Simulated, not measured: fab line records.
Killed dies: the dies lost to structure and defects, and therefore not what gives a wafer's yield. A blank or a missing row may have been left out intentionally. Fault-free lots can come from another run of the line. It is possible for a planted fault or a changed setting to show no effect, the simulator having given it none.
Chamber matching | flow gf180mcu | GF_STI_CVD_23 on hdpcvd-02 has 3 sister chambers
The step deposits SiO2, target thk 650 nm, time 108.3 s. 6 wafers are shown with their chamber, then 9 later ones without.

## WAFERS, EACH WITH ITS CHAMBER
wafer  | chamber | pressureMtorr (mTorr)
L532.6 | 1       | 6.014
L535.4 | 1       | 6.006
L535.6 | 0       | 6.016
L539.1 | 2       | 6.017
L539.5 | 2       | 5.993
L539.6 | 0       | 5.985

## WAFERS WITHOUT THEIR CHAMBER
wafer  | pressureMtorr (mTorr)
L550.2 | 6.012
L550.4 | 6.028
L550.5 | 6.032
L551.3 | 5.989
L551.4 | 5.997
L551.5 | 5.996
L552.1 | 6.001
L552.2 | 6.015
L552.5 | 6.019

## CHAMBER TAKEN BY EACH
wafer  | from the rows above          | in truth
L550.2 | can't be placed: 1 or 2 or 0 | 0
L550.4 | can't be placed: 1 or 2 or 0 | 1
L550.5 | can't be placed: 1 or 2 or 0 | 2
L551.3 | can't be placed: 0 or 2 or 1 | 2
L551.4 | can't be placed: 0 or 2 or 1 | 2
L551.5 | can't be placed: 0 or 2 or 1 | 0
L552.1 | can't be placed: 0 or 2 or 1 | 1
L552.2 | can't be placed: 1 or 2 or 0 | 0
L552.5 | can't be placed: 1 or 2 or 0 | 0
Correct placement for 0 of the 9. These rows do not allow placing 9 (true chamber among the candidates in 9). Placed wrongly: 0.
How it was worked out, from the rows above alone: a wafer's distance from a chamber is the root of the sum, over the readings, of the square of ((its reading less the chamber's mean) divided by the reading's scatter). If the next closest chamber is less than 2 further off than the closest, the wafer can't be placed; otherwise it belongs to the closest. The mean given for a chamber averages the wafers shown for that chamber. The scatter is the square root of a quotient: the sum, over the shown wafers, of each reading's squared deviation from its chamber's mean, divided by wafers minus chambers.
